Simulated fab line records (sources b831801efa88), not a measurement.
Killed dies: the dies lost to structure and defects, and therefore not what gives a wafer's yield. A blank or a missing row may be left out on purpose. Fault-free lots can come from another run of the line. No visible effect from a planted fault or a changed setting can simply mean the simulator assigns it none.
Matching of chambers    flow gf180mcu    GF_V3_CMP_04 on cmp-01: 4 sister chambers
The step polishes SiO2. 4 wafers are shown with their chamber, then 12 later ones without.

== WAFERS PAIRED WITH THEIR CHAMBERS ==
wafer   chamber  motor_current_A (A)
L089.6  3        12.4
L090.2  0        14.9
L090.3  1        12.3
L090.4  2        13.8

== WAFERS WITH NO CHAMBER GIVEN ==
wafer   motor_current_A (A)
L091.2  13.4
L091.3  15.2
L091.6  12.8
L093.1  14.3
L093.3  12.0
L093.6  14.7
L094.1  12.8
L094.3  15.2
L094.6  13.1
L095.3  12.4
L095.4  13.7
L095.6  12.7

== WHICH CHAMBER EACH WENT THROUGH ==
wafer   from the rows above           in truth
L091.2  can't be placed: 2 or 3 or 1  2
L091.3  0                             0
L091.6  can't be placed: 3 or 1 or 2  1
L093.1  can't be placed: 2 or 0       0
L093.3  can't be placed: 1 or 3       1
L093.6  can't be placed: 0 or 2       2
L094.1  can't be placed: 3 or 1 or 2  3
L094.3  0                             0
L094.6  can't be placed: 3 or 2 or 1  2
L095.3  can't be placed: 3 or 1       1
L095.4  2                             2
L095.6  can't be placed: 3 or 1       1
3 of 12 placed correctly. These rows do not allow placing 9 (true chamber among the candidates in 9). 0 placed wrongly.
How it was worked out, from the rows above alone: a wafer's distance from a chamber is the root of the sum, over the readings, of the square of ((its reading less the chamber's mean) divided by the reading's scatter). The wafer belongs to the nearest chamber; if the next one is less than 2 further off, it can't be placed. Each chamber's mean is taken over the wafers shown for it. The scatter (one wafer shown for each chamber): square how far every hidden wafer sits from the nearest shown wafer, average those squares and take the square root.
